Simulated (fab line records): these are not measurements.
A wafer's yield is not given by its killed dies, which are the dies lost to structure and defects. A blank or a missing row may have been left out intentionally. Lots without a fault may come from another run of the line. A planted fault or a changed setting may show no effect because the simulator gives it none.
fab line records	flow gf180mcu	part 1 of 2: steps 1 to 25 of 36
record lots=5	wafers=15	lastDay=33
route steps=602 shown CONTACT@307 M1@315 V1@335
lots that met no fault: taken from a fault-free run of the same line
startH: hours from the record's opening day to when the first of the lot's shown wafers began	waitH: hours from the lot's prior step to this one	" the same as in the row above	L1.1+2: a row that stands for several wafers	- either no value or no given start	* or withheld: withheld	< > ~ a bound
route shown NAME@n: names a module that has steps shown in the file, with the first one's number in the route	usual: mean/standard deviation of fault-free wafers	same: alike in all rows	chamber/n: place in a boat	sites: per-site readings	_std_site: their standard deviation	_edge_site: the outer-site mean with the inner-site mean subtracted	radiusMm: how far each site lies from the wafer's centre	mask NAME#n: copy n	behind: tool/chamber where the wafer was last shaped	hold: what put the lot on hold/how long, in hours/how the hold closed	device: whichever transistor did not switch (one of n, p or np)	end of line: at the end of the route, the tests of the same wafers	a step given without rows: its recipe and nothing more	killed: not the wafer's yield, but the dies lost to structure and defects at the first sort	map: a wafer's dies, marking killed ones x, the rest . and places with no die _
set.NAME: setting as actually run; set.NAME@STEP: the setting as run at that earlier step	model.NAME: the simulator's own value behind a step, which no gauge read
certain route steps with their lots: each step a table, each wafer a row
services: a tool's chamber out of use, with start hour (startH, from the record's first day; less than 0 if before it), hours out, and reason
## steps
# step GF_CONTACT_CLEAN_20
# recipe chemistry=DIW
lot.wafer	tool	chamber	startH	waitH
L074.1+4+5	wetBench-01	0	360.39	0.0
L079.2+4+6	wetBench-01	1	404.76	0.0
L080.1+3+6	wetBench-01	1	417.36	0.0
L086.2+3+6	wetBench-01	2	465.01	0.0
L092.2+4+6	wetBench-04	1	528.36	0.0
# step GF_CONTACT_CLEAN_21
# recipe chemistry=dHF	timeS=20	dilution=100:1	dry=ipaMarangoni
lot.wafer	tool	chamber	startH	waitH
L074.1+4+5	wetBench-02	2	360.48	0.0
L079.2+4+6	wetBench-04	3	404.85	0.0
L080.1+3+6	wetBench-01	3	417.46	0.0
L086.2+3+6	wetBench-02	1	465.11	0.0
L092.2+4+6	wetBench-01	3	528.54	0.0
# step GF_CONTACT_SPUTTER_22
# recipe material=Ti	targetThkNm=15	chamberPressurePa=5	powerW=2500	substrateTempC=200	timeS=80.02
# usual throttleValvePct=30.3/0.86
lot.wafer	tool	chamber	startH	waitH	throttleValvePct
L074.1	pvdSputter-01	-	360.49	0.0	30.5
L074.4	"	-	"	"	30.0
L074.5	"	-	"	"	31.1
L079.2	pvdSputter-04	-	404.86	0.0	29.7
L079.4	"	-	"	"	30.8
L079.6	"	-	"	"	31.0
L080.1	pvdSputter-04	-	417.48	0.0	29.6
L080.3	"	-	"	"	28.7
L080.6	"	-	"	"	29.6
L086.2	pvdSputter-01	-	465.13	0.0	29.8
L086.3	"	-	"	"	30.4
L086.6	"	-	"	"	31.0
L092.2	pvdSputter-01	-	528.56	0.0	29.7
L092.4	"	-	"	"	30.6
L092.6	"	-	"	"	30.7
# step GF_CONTACT_SPUTTER_23
# recipe material=TiN	targetThkNm=10	chamberPressurePa=5	powerW=4000	timeS=40
# usual throttleValvePct=30.3/0.85
lot.wafer	tool	chamber	startH	waitH	throttleValvePct
L074.1	pvdSputter-01	-	360.55	0.0	30.5
L074.4	"	-	"	"	29.8
L074.5	"	-	"	"	31.1
L079.2	pvdSputter-04	-	404.92	0.0	29.8
L079.4	"	-	"	"	30.9
L079.6	"	-	"	"	31.0
L080.1	pvdSputter-04	-	417.54	0.0	29.7
L080.3	"	-	"	"	28.6
L080.6	"	-	"	"	29.7
L086.2	pvdSputter-01	-	465.19	0.0	30.0
L086.3	"	-	"	"	30.3
L086.6	"	-	"	"	30.9
L092.2	pvdSputter-01	-	528.62	0.0	29.7
L092.4	"	-	"	"	30.9
L092.6	"	-	"	"	30.8
# step GF_CONTACT_CVD_24
# recipe material=W	targetThkNm=300	timeS=90.339	tempC=400	pressureTorr=40
# usual heaterPowerW=807/58
lot.wafer	tool	chamber	startH	waitH	heaterPowerW
L074.1	cvdW-01	0	360.59	0.0	802
L074.4	"	1	"	"	794
L074.5	"	1	"	"	816
L079.2	cvdW-01	0	404.96	0.0	744
L079.4	"	1	"	"	749
L079.6	"	1	"	"	752
L080.1	cvdW-01	1	417.58	0.0	759
L080.3	"	0	"	"	733
L080.6	"	1	"	"	763
L086.2	cvdW-02	0	465.23	0.0	855
L086.3	"	1	"	"	879
L086.6	"	1	"	"	898
L092.2	cvdW-02	1	528.66	0.0	923
L092.4	"	0	"	"	827
L092.6	"	1	"	"	880
# step GF_CONTACT_RS_MEAS_25
# recipe thkMeasGauge=four-point-probe	reads=W_of_CONTACT_CVD_24+TiN_of_CONTACT_SPUTTER_23+Ti_of_CONTACT_SPUTTER_22
# usual CONTACT_W_RS=0.386/0.0045
lot.wafer	tool	chamber	startH	waitH	CONTACT_W_RS[ohm/sq]
L074.1	filmMetro-01	-	360.69	0.1	0.384
L074.4	"	-	"	"	0.391
L074.5	"	-	"	"	0.396
L079.2	filmMetro-04	-	405.08	0.1	0.377
L079.4	"	-	"	"	0.383
L079.6	"	-	"	"	0.386
L080.1	filmMetro-01	-	417.68	0.1	0.389
L080.3	"	-	"	"	0.389
L080.6	"	-	"	"	0.389
L086.2	filmMetro-04	-	465.35	0.1	0.391
L086.3	"	-	"	"	0.386
L086.6	"	-	"	"	0.380
L092.2	filmMetro-02	-	528.78	0.1	0.386
L092.4	"	-	"	"	0.381
L092.6	"	-	"	"	0.384
# step GF_CONTACT_THK_MEAS_26
# recipe thkMeasGauge=xrf	reads=W_of_CONTACT_CVD_24
# usual CONTACT_W_THK=294/3.8
lot.wafer	tool	chamber	startH	waitH	CONTACT_W_THK[nm]
L074.1	filmMetro-01	-	360.81	0.1	294
L074.4	"	-	"	"	289
L074.5	"	-	"	"	287
L079.2	filmMetro-04	-	405.19	0.1	299
L079.4	"	-	"	"	296
L079.6	"	-	"	"	294
L080.1	filmMetro-01	-	417.80	0.1	292
L080.3	"	-	"	"	294
L080.6	"	-	"	"	294
L086.2	filmMetro-04	-	465.46	0.1	289
L086.3	"	-	"	"	294
L086.6	"	-	"	"	296
L092.2	filmMetro-02	-	528.89	0.1	293
L092.4	"	-	"	"	299
L092.6	"	-	"	"	295
# step GF_CONTACT_CMP_27
# recipe stopOn=SiO2	downForcePsi=3.5	platenRpm=60	tOverpolishS=15	targetThkNm=0	padVelocityMS=0.94248
# usual motorCurrentA=11.4/0.81	overpolishRunS=15.000/0.0091	timeToEndpointS=70/3.5
lot.wafer	tool	chamber	startH	waitH	motorCurrentA	overpolishRunS	timeToEndpointS
L074.4	cmp-02	1	360.92	0.1	11.0	14.999	71
L074.1	"	2	"	"	11.5	15.016	67
L074.5	"	1	"	"	10.6	14.988	68
L079.2	cmp-02	2	405.24	0.0	11.0	15.013	70
L079.4	"	3	"	"	12.2	15.011	70
L079.6	"	3	"	"	12.1	15.011	72
L080.1	cmp-01	2	417.86	0.1	11.8	15.019	75
L080.3	"	1	"	"	10.4	15.001	72
L080.6	"	3	"	"	9.5	15.006	72
L086.2	cmp-02	2	465.56	0.1	11.2	15.018	66
L086.3	"	0	"	"	11.0	14.997	73
L086.6	"	2	"	"	11.1	15.003	67
L092.2	cmp-01	1	528.94	0.0	10.2	14.989	75
L092.4	"	3	"	"	10.0	15.005	74
L092.6	"	2	"	"	11.5	15.010	74
# step GF_M1_SPUTTER_00
# recipe material=Ti	targetThkNm=37.5	arrivingIonEnergyEv=80	substrateTempC=200	chamberPressurePa=2	powerW=4000	timeS=150
# usual throttleValvePct=30.0/1.1
lot.wafer	tool	chamber	startH	waitH	throttleValvePct
L074.1	pvdSputter-02	-	361.17	0.1	32.7
L074.4	"	-	"	"	29.8
L074.5	"	-	"	"	32.4
L079.2	pvdSputter-02	-	405.54	0.2	29.8
L079.4	"	-	"	"	32.5
L079.6	"	-	"	"	32.6
L080.1	pvdSputter-02	-	418.16	0.2	30.0
L080.3	"	-	"	"	29.8
L080.6	"	-	"	"	30.1
L086.2	pvdSputter-04	-	465.81	0.2	28.4
L086.3	"	-	"	"	31.0
L086.6	"	-	"	"	30.8
L092.2	pvdSputter-02	-	529.24	0.2	29.8
L092.4	"	-	"	"	30.7
L092.6	"	-	"	"	29.8
# step GF_M1_SPUTTER_01
# recipe material=TiN	targetThkNm=30	powerW=6500	timeS=25	chamberPressurePa=0.4
# usual throttleValvePct=30.0/1
lot.wafer	tool	chamber	startH	waitH	throttleValvePct
L074.1	pvdSputter-02	-	361.27	0.1	32.4
L074.4	"	-	"	"	29.5
L074.5	"	-	"	"	32.4
L079.2	pvdSputter-02	-	405.64	0.1	30.0
L079.4	"	-	"	"	32.2
L079.6	"	-	"	"	32.4
L080.1	pvdSputter-02	-	418.26	0.1	30.1
L080.3	"	-	"	"	29.8
L080.6	"	-	"	"	29.7
L086.2	pvdSputter-04	-	465.91	0.1	28.6
L086.3	"	-	"	"	31.1
L086.6	"	-	"	"	31.0
L092.2	pvdSputter-02	-	529.34	0.1	29.6
L092.4	"	-	"	"	30.6
L092.6	"	-	"	"	29.5
# step GF_M1_SPUTTER_02
# recipe material=AlCu	targetThkNm=450	powerW=10600	timeS=23.9	chamberPressurePa=0.4
# usual throttleValvePct=30.0/1.1
lot.wafer	tool	chamber	startH	waitH	throttleValvePct
L074.1	pvdSputter-02	-	361.30	0.0	32.5
L074.4	"	-	"	"	29.7
L074.5	"	-	"	"	32.5
L079.2	pvdSputter-02	-	405.67	0.0	29.9
L079.4	"	-	"	"	32.5
L079.6	"	-	"	"	32.5
L080.1	pvdSputter-02	-	418.29	0.0	29.9
L080.3	"	-	"	"	29.8
L080.6	"	-	"	"	30.0
L086.2	pvdSputter-04	-	465.94	0.0	28.5
L086.3	"	-	"	"	31.2
L086.6	"	-	"	"	31.1
L092.2	pvdSputter-02	-	529.37	0.0	29.5
L092.4	"	-	"	"	30.5
L092.6	"	-	"	"	29.7
# step GF_M1_SPUTTER_03
# recipe material=Ti	targetThkNm=10	substrateTempC=300	chamberPressurePa=0.3	powerW=3000	timeS=6.7
# usual throttleValvePct=30.0/1.1
lot.wafer	tool	chamber	startH	waitH	throttleValvePct
L074.1	pvdSputter-02	-	361.33	0.0	32.5
L074.4	"	-	"	"	29.8
L074.5	"	-	"	"	32.7
L079.2	pvdSputter-02	-	405.70	0.0	30.0
L079.4	"	-	"	"	32.3
L079.6	"	-	"	"	32.3
L080.1	pvdSputter-02	-	418.32	0.0	30.0
L080.3	"	-	"	"	29.4
L080.6	"	-	"	"	30.3
L086.2	pvdSputter-04	-	465.97	0.0	28.7
L086.3	"	-	"	"	30.8
L086.6	"	-	"	"	31.2
L092.2	pvdSputter-02	-	529.40	0.0	29.8
L092.4	"	-	"	"	30.4
L092.6	"	-	"	"	29.8
# step GF_M1_SPUTTER_04
# recipe material=TiN	targetThkNm=50	powerW=6500	timeS=41.7	chamberPressurePa=0.4
# usual throttleValvePct=30.0/1.1
lot.wafer	tool	chamber	startH	waitH	throttleValvePct
L074.1	pvdSputter-02	-	361.35	0.0	32.5
L074.4	"	-	"	"	29.7
L074.5	"	-	"	"	32.5
L079.2	pvdSputter-02	-	415.34	9.6	29.7
L079.4	"	-	"	"	32.5
L079.6	"	-	"	"	32.6
L080.1	pvdSputter-02	-	418.34	0.0	29.9
L080.3	"	-	"	"	29.6
L080.6	"	-	"	"	29.9
L086.2	pvdSputter-04	-	465.99	0.0	28.7
L086.3	"	-	"	"	31.1
L086.6	"	-	"	"	30.9
L092.2	pvdSputter-02	-	529.42	0.0	29.8
L092.4	"	-	"	"	30.6
L092.6	"	-	"	"	29.9
# step GF_M1_RS_MEAS_05
# recipe thkMeasGauge=four-point-probe	reads=TiN_of_M1_SPUTTER_04+Ti_of_M1_SPUTTER_03+AlCu_of_M1_SPUTTER_02+TiN_of_M1_SPUTTER_01+Ti_of_M1_SPUTTER_00
# usual M1_ALCU_RS=0.0694/0.00066
lot.wafer	tool	chamber	startH	waitH	M1_ALCU_RS[ohm/sq]
L074.1	filmMetro-04	-	361.39	0.0	0.0689
L074.4	"	-	"	"	0.0689
L074.5	"	-	"	"	0.0686
L079.2	filmMetro-04	-	415.40	0.0	0.0697
L079.4	"	-	"	"	0.0689
L079.6	"	-	"	"	0.0690
L080.1	filmMetro-04	-	418.38	0.0	0.0700
L080.3	"	-	"	"	0.0703
L080.6	"	-	"	"	0.0702
L086.2	filmMetro-03	-	466.05	0.0	0.0690
L086.3	"	-	"	"	0.0687
L086.6	"	-	"	"	0.0688
L092.2	filmMetro-03	-	529.48	0.0	0.0703
L092.4	"	-	"	"	0.0698
L092.6	"	-	"	"	0.0708
# step GF_M1_THK_MEAS_06
# recipe thkMeasGauge=xrf	reads=AlCu_of_M1_SPUTTER_02
# usual M1_ALCU_THK=446/5.2
lot.wafer	tool	chamber	startH	waitH	M1_ALCU_THK[nm]
L074.1	filmMetro-04	-	361.51	0.1	446
L074.4	"	-	"	"	446
L074.5	"	-	"	"	447
L079.2	filmMetro-04	-	415.51	0.1	441
L079.4	"	-	"	"	446
L079.6	"	-	"	"	445
L080.1	filmMetro-04	-	418.50	0.1	440
L080.3	"	-	"	"	440
L080.6	"	-	"	"	439
L086.2	filmMetro-03	-	466.16	0.1	447
L086.3	"	-	"	"	450
L086.6	"	-	"	"	450
L092.2	filmMetro-03	-	529.59	0.1	444
L092.4	"	-	"	"	447
L092.6	"	-	"	"	440
# step GF_M1_DEHYDRATE_07
# recipe tempC=200	timeS=60
# usual exhaustPa=45.0/0.92	heaterPowerTotalW=160.39/0.13
lot.wafer	tool	chamber	startH	waitH	exhaustPa	heaterPowerTotalW
L074.1	lithoTrack-02	0	371.79	10.3	44.7	160.24
L074.4	"	0	"	"	45.6	160.51
L074.5	"	0	"	"	45.3	160.15
L079.2	lithoTrack-02	0	426.76	11.2	44.4	160.56
L079.4	"	0	"	"	44.5	160.51
L079.6	"	0	"	"	45.1	160.22
L080.1	lithoTrack-02	0	429.84	11.3	44.6	160.26
L080.3	"	0	"	"	44.5	160.34
L080.6	"	0	"	"	46.3	160.30
L086.2	lithoTrack-01	0	477.62	11.5	44.7	160.57
L086.3	"	0	"	"	44.1	160.52
L086.6	"	0	"	"	43.7	160.29
L092.2	lithoTrack-02	0	540.01	10.4	44.8	160.36
L092.4	"	0	"	"	45.6	160.46
L092.6	"	0	"	"	44.1	160.63
# step GF_M1_HMDS_08
# recipe primeTimeS=60	primeTempC=120
# usual exhaustPa=45.0/0.99
lot.wafer	tool	chamber	startH	waitH	exhaustPa
L074.1	lithoTrack-02	0	371.94	0.1	47.3
L074.4	"	0	"	"	44.4
L074.5	"	0	"	"	45.7
L079.2	lithoTrack-02	0	426.91	0.1	43.0
L079.4	"	0	"	"	45.6
L079.6	"	0	"	"	45.6
L080.1	lithoTrack-02	0	429.99	0.1	43.2
L080.3	"	0	"	"	43.0
L080.6	"	0	"	"	43.1
L086.2	lithoTrack-01	0	477.77	0.1	43.3
L086.3	"	0	"	"	43.6
L086.6	"	0	"	"	43.5
L092.2	lithoTrack-02	0	540.16	0.1	44.4
L092.4	"	0	"	"	44.4
L092.6	"	0	"	"	44.7
# step GF_M1_COAT_09
# recipe resist=KrF	spinRpm=withheld	resistThkNm=1000
# usual exhaustPa=45.0/0.77
lot.wafer	tool	chamber	startH	waitH	exhaustPa
L074.1	lithoTrack-02	0	372.09	0.1	46.3
L074.4	"	0	"	"	45.7
L074.5	"	0	"	"	45.8
L079.2	lithoTrack-02	0	427.06	0.1	44.9
L079.4	"	0	"	"	44.3
L079.6	"	0	"	"	45.4
L080.1	lithoTrack-02	0	430.14	0.1	45.7
L080.3	"	0	"	"	43.5
L080.6	"	0	"	"	45.1
L086.2	lithoTrack-01	0	477.92	0.1	44.7
L086.3	"	0	"	"	45.8
L086.6	"	0	"	"	44.6
L092.2	lithoTrack-02	0	540.31	0.1	44.1
L092.4	"	0	"	"	44.4
L092.6	"	0	"	"	44.3
# step GF_M1_SOFTBAKE_10
# recipe tempC=130	timeS=60	resist=KrF
# usual exhaustPa=44.8/0.95	heaterPowerTotalW=93.05/0.06
lot.wafer	tool	chamber	startH	waitH	exhaustPa	heaterPowerTotalW
L074.1	lithoTrack-02	0	372.24	0.1	43.6	93.08
L074.4	"	0	"	"	42.6	92.96
L074.5	"	0	"	"	43.2	93.13
L079.2	lithoTrack-02	0	427.21	0.1	45.0	93.02
L079.4	"	0	"	"	44.8	92.98
L079.6	"	0	"	"	45.4	93.03
L080.1	lithoTrack-02	0	430.29	0.1	45.0	93.09
L080.3	"	0	"	"	44.2	92.94
L080.6	"	0	"	"	45.0	93.14
L086.2	lithoTrack-01	0	478.07	0.1	46.0	93.00
L086.3	"	0	"	"	45.3	93.07
L086.6	"	0	"	"	45.4	93.09
L092.2	lithoTrack-02	0	540.46	0.1	44.7	93.00
L092.4	"	0	"	"	45.3	93.12
L092.6	"	0	"	"	44.2	93.05
# step GF_M1_EXPOSE_11
# recipe maskId=Metal1	targetCdNm=230	na=0.68	sourceShape=conventional	sigmaOuter=0.6	doseMj=28
lot.wafer	tool	chamber	startH	waitH	mask
L074.1+4+5	krfScanner-02	0	-	-	Metal1#0
L079.2+4+6	krfScanner-01	0	-	-	Metal1#0
L080.1+3+6	krfScanner-01	0	-	-	Metal1#0
L086.2+3+6	krfScanner-02	0	-	-	Metal1#0
L092.2+4+6	krfScanner-02	0	-	-	Metal1#0
# step GF_M1_PEB_12
# recipe pebTempC=135	pebTimeS=90	resist=KrF
# usual exhaustPa=45.1/0.91	heaterPowerTotalW=85.70/0.084
lot.wafer	tool	chamber	startH	waitH	exhaustPa	heaterPowerTotalW
L074.1	lithoTrack-04	0	-	-	44.2	85.74
L074.4	"	0	"	"	45.1	85.73
L074.5	"	0	"	"	44.2	85.72
L079.2	lithoTrack-04	0	-	-	44.7	85.65
L079.4	"	0	"	"	45.9	85.59
L079.6	"	0	"	"	45.6	85.69
L080.1	lithoTrack-01	0	-	-	44.2	85.74
L080.3	"	0	"	"	44.8	85.68
L080.6	"	0	"	"	44.5	85.69
L086.2	lithoTrack-02	0	-	-	44.6	85.87
L086.3	"	0	"	"	45.8	85.77
L086.6	"	0	"	"	45.4	85.83
L092.2	lithoTrack-04	0	-	-	45.5	85.63
L092.4	"	0	"	"	44.5	85.60
L092.6	"	0	"	"	45.1	85.70
# step GF_M1_DEVELOP_13
# recipe developTimeS=60	devTempC=21
# usual exhaustPa=45.0/0.89
lot.wafer	tool	chamber	startH	waitH	exhaustPa
L074.1	lithoTrack-04	0	383.29	0.2	46.2
L074.4	"	0	"	"	45.1
L074.5	"	0	"	"	45.6
L079.2	lithoTrack-04	0	438.97	0.2	45.1
L079.4	"	0	"	"	46.1
L079.6	"	0	"	"	45.4
L080.1	lithoTrack-01	0	441.80	0.2	45.6
L080.3	"	0	"	"	44.8
L080.6	"	0	"	"	44.8
L086.2	lithoTrack-02	0	490.01	0.2	45.3
L086.3	"	0	"	"	46.0
L086.6	"	0	"	"	45.0
L092.2	lithoTrack-04	0	551.17	0.2	44.8
L092.4	"	0	"	"	45.1
L092.6	"	0	"	"	44.6
# step GF_M1_CD_MEAS_14
# recipe targetCdNm=230
# usual cdNm=230.1/1.1
lot.wafer	tool	chamber	startH	waitH	cdNm
L074.1	cdSem-02	-	383.44	0.1	230.3
L074.4	"	-	"	"	229.9
L074.5	"	-	"	"	229.6
L079.2	cdSem-01	-	439.11	0.1	229.4
L079.4	"	-	"	"	229.0
L079.6	"	-	"	"	229.2
L080.1	cdSem-02	-	441.95	0.1	229.3
L080.3	"	-	"	"	228.7
L080.6	"	-	"	"	229.5
L086.2	cdSem-02	-	490.16	0.1	229.6
L086.3	"	-	"	"	229.9
L086.6	"	-	"	"	228.3
L092.2	cdSem-02	-	551.31	0.1	230.9
L092.4	"	-	"	"	230.7
L092.6	"	-	"	"	230.8
# step GF_M1_OVL_MEAS_15
# usual M1_OVL=4/5.8
lot.wafer	tool	chamber	startH	waitH	M1_OVL[nm]
L074.1	overlay-01	-	383.56	0.1	12
L074.4	"	-	"	"	5
L074.5	"	-	"	"	13
L079.2	overlay-02	-	439.22	0.1	14
L079.4	"	-	"	"	15
L079.6	"	-	"	"	13
L080.1	overlay-01	-	442.07	0.1	-4
L080.3	"	-	"	"	-11
L080.6	"	-	"	"	5
L086.2	overlay-02	-	490.26	0.1	3
L086.3	"	-	"	"	4
L086.6	"	-	"	"	-1
L092.2	overlay-01	-	551.42	0.1	5
L092.4	"	-	"	"	-6
L092.6	"	-	"	"	3
# step GF_M1_METAL_ETCH_16
# recipe chemistry=Cl2/BCl3	maskMaterial=KrF	targetDepthNm=750.8	stopOn=SiO2	pressureMtorr=8	icpW=800	biasW=140	Cl2_flow_sccm=80	bcl3FlowSccm=40	timeS=125.1
# usual bcl3FlowSccm=40.00/0.13	biasW=140.0/0.45	drypumpMotorCurrentA=6.10/0.23	oesProductAu=0.988/0.0071	throttleValvePct=28.231/0.011
lot.wafer	tool	chamber	startH	waitH	bcl3FlowSccm	biasW	drypumpMotorCurrentA	oesProductAu	rfHoursCounterH	throttleValvePct
L074.1	rieMetal-04	1	383.60	0.0	39.84	139.3	5.71	0.995	9	28.232
L074.4	"	1	"	"	39.89	140.3	5.73	0.990	-	28.219
L074.5	"	0	"	"	40.03	140.1	6.07	0.981	-	28.236
L079.2	rieMetal-02	0	439.25	0.0	40.13	140.3	5.98	0.980	4	28.238
L079.4	"	1	"	"	39.75	139.9	6.17	0.999	-	28.233
L079.6	"	0	"	"	40.07	140.2	5.99	0.980	-	28.237
L080.1	rieMetal-03	0	442.11	0.0	40.00	140.1	6.50	0.997	5	28.245
L080.3	"	0	"	"	40.05	140.3	6.53	0.983	-	28.230
L080.6	"	0	"	"	39.82	141.5	6.50	0.989	-	28.236
L086.2	rieMetal-03	1	490.29	0.0	39.82	140.2	5.98	0.989	9	28.235
L086.3	"	0	"	"	40.14	139.7	6.48	0.986	-	28.213
L086.6	"	1	"	"	39.77	139.8	5.96	0.981	-	28.240
L092.2	rieMetal-03	0	551.45	0.0	40.03	139.7	6.46	0.994	8	28.222
L092.4	"	1	"	"	40.10	139.7	5.95	0.978	-	28.247
L092.6	"	0	"	"	39.94	139.6	6.46	0.990	-	28.224
